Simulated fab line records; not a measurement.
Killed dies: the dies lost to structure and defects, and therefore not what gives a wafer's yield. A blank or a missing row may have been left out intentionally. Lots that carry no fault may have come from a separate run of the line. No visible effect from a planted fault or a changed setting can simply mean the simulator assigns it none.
A single fault, viewed from 2 desks ; flow sfq line ; each desk has only its own numbers; what lay behind them comes last

METROLOGY DESK
What the gauges read, lot by lot, whatever tool the lot ran on: means of the sampled wafers that have a number. A lot is out of limits, marked OUT, if its mean lies more than 4 standard deviations from the usual mean; the brackets give that distance.
Columns: A = M5_OVL at SFQ_M5_OVL_MEAS_932, usual -4 nm
lot;first seen here;A
L553;day 54 11:19;-1
L555;day 54 14:55;-7
L562;day 59 01:46;0
L563;day 59 04:11;-9
L571;day 60 23:31;-4
L574;day 62 03:14;-4
Result from this desk: across the 6 lots, nothing is out of limits.

THE TOOL OWNER'S DESK: rie metal-01
The tool's own readings at SFQ_TRILAYER_M5_BARC_OPEN_METAL_ETCH_161 (etches BARC in O2, target depth 125 nm, time 41.7 s): means of the sampled wafers that have a number, for each lot that ran on this tool. A lot is out of limits, marked OUT, if its mean lies more than 4 standard deviations from the usual mean; the brackets give that distance.
Columns: A = drypump motor current A at SFQ_TRILAYER_M5_BARC_OPEN_METAL_ETCH_161, usual 6.2 A; B = oes product au at SFQ_TRILAYER_M5_BARC_OPEN_METAL_ETCH_161, usual 0.685 a.u.; C = run length s at SFQ_TRILAYER_M5_BARC_OPEN_METAL_ETCH_161, usual 69.7 s
lot;first seen here;A;B;C
L553;day 54 11:22;6.4;0.687;69.7
L562;day 59 01:49;6.4;0.628 (-13) OUT;78.4 (+23) OUT
L563;day 59 04:14;6.4;0.630 (-12) OUT;78.4 (+23) OUT
Finding of this desk: L562, L563 out of limits; the first was L562 at day 59 01:49, on oes product au at SFQ_TRILAYER_M5_BARC_OPEN_METAL_ETCH_161. Within limits: L553.

ALL TOGETHER
The tool owner's desk could have raised an alarm at day 59 01:49, on L562, L563.
At the metrology desk, nothing out of limits was observed.
The metrology desk has L562, L563 on record, within its limits.
All the named lots went through SFQ_TRILAYER_M5_BARC_OPEN_METAL_ETCH_161 on rie metal-01.

WHAT THE SIMULATOR PUT IN
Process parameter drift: rie metal-01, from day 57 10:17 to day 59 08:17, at SFQ_TRILAYER_M5_BARC_OPEN_METAL_ETCH_161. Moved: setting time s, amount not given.
Lots struck among those shown: L562, L563.
Time in hours from fault onset to the first out-of-limits reading at each desk: the tool owner's desk, 40.
